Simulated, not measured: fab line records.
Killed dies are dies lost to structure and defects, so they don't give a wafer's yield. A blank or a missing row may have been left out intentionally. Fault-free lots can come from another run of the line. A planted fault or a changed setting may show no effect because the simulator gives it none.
8D (eight disciplines) problem report, filled in by code    flow sky130    the parts of the form that need people (team, actions taken, sign-off) are left out

## 1. WHAT IS WRONG
Mean VT_ADJUST_HVTP_TW at SKY_VT_ADJUST_HVTP_TW_MEAS_11: 1157 over 9 wafers in 3 lots; fault-free wafers: 1359, standard deviation 23. Relative to the usual mean, that is a shift of -8.8 standard deviations.
The first sign was on wafer L612.2 at day 8 10:43, on film-metro-01. The record has a number at this step for 36 wafers belonging to 12 lots. Rule for "out" (also "out of limits"): further than 4 standard deviations from the usual mean. Any other wafer with a number is counted as sound.

## 2. WHAT IT IS AND WHAT IT IS NOT
question                     is                            is not
which readings at this step  VT_ADJUST_HVTP_TW             -
which lots                   L612, L613, L616              L605, L606, L611, L614, L620, L624, L625, L626, L627
which wafers of those lots   all that have a number        -
read on which gauges         film-metro-01, film-metro-04  film-metro-03
when                         from day 8 10:43              up to then (9 sound wafers); but 18 sound wafers of L614, L620, L624, L625, L626, L627 came after

## 3. THE SUSPECTS, EACH WITH WHAT RULES IT OUT
Counting: a tool stays on the suspect list if, at a process step up to the reading, it processed all lots that are out and no sound lot following the first of them.
- the gauge at SKY_VT_ADJUST_HVTP_TW_MEAS_11 has been ruled out. The wafers that are out were read on 2 gauges (film-metro-01, film-metro-04).
- cmp-02 at SKY_FIELD_ISO_CMP_27 (polishes, stops on Si3N4, t overpolish 16 s, target thk 457.8 nm): ruled out as a lasting fault. The sound lots L620, L625 went through it after L612, its earliest lot that is out (day 4 03:01).
- implanter-03 at SKY_VT_ADJUST_HVTP_IMPLANT_09: kept. It ran every lot that is out, first L612 (day 8 10:29), and no sound lot after that; its last sound lot up to then is L611 (day 7 23:09). Its own dose-ions-cm2, faraday-current-uA readings are out on those wafers.
Left after counting: implanter-03 at SKY_VT_ADJUST_HVTP_IMPLANT_09.

## 4. THE CAUSE (what the simulator had put in)
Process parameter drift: implanter-03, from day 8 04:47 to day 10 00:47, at SKY_VT_ADJUST_HVTP_IMPLANT_09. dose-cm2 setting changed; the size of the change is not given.
After counting, this tool was the only one left.

## 5. SEQUENCE OF EFFECTS, ordered by route
Rows list readings where the struck wafers' mean (over those with a number) sits beyond 3 standard deviations from the usual. Only readings whose record carries a usual standard deviation are examined. hours: median over the lots of the time between each lot's start at the first step of this table that gives one and its start at this step. sigmas: the change, counted in usual standard deviations.
hours  step                           reading             usual      on struck wafers  change      sigmas
0      SKY_VT_ADJUST_HVTP_IMPLANT_09  dose-ions-cm2       4.299e+12  2.666e+12         -1.633e+12  -99 or more
0      SKY_VT_ADJUST_HVTP_IMPLANT_09  faraday-current-uA  24.2       15.0              -9.2        -22
0      SKY_VT_ADJUST_HVTP_TW_MEAS_11  VT_ADJUST_HVTP_TW   1359       1157              -202        -8.8
The process steps in it:
- SKY_VT_ADJUST_HVTP_IMPLANT_09
At these later measuring or inspecting steps, every struck wafer for which the step has a row has a number for every such reading, and none has moved that far: SKY_VT_ADJUST_NCORE_CD_MEAS_07.

## 6. HOW IT WOULD HAVE BEEN CAUGHT EARLIER
Counted from the fault's start at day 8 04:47, it took 6 hours until the first out-of-limits reading at a measuring or inspecting step in this record, taken at day 8 10:43.
Tool's own readings at SKY_VT_ADJUST_HVTP_IMPLANT_09, dose-ions-cm2, faraday-current-uA: out on all struck wafers the step has rows for; an alarm limit on them would have tripped on the first.
Of the lots that are out (3), L613, L616 began SKY_VT_ADJUST_HVTP_IMPLANT_09 on implanter-03 after day 8 10:43. A hold on the tool at that time would have spared those 2.
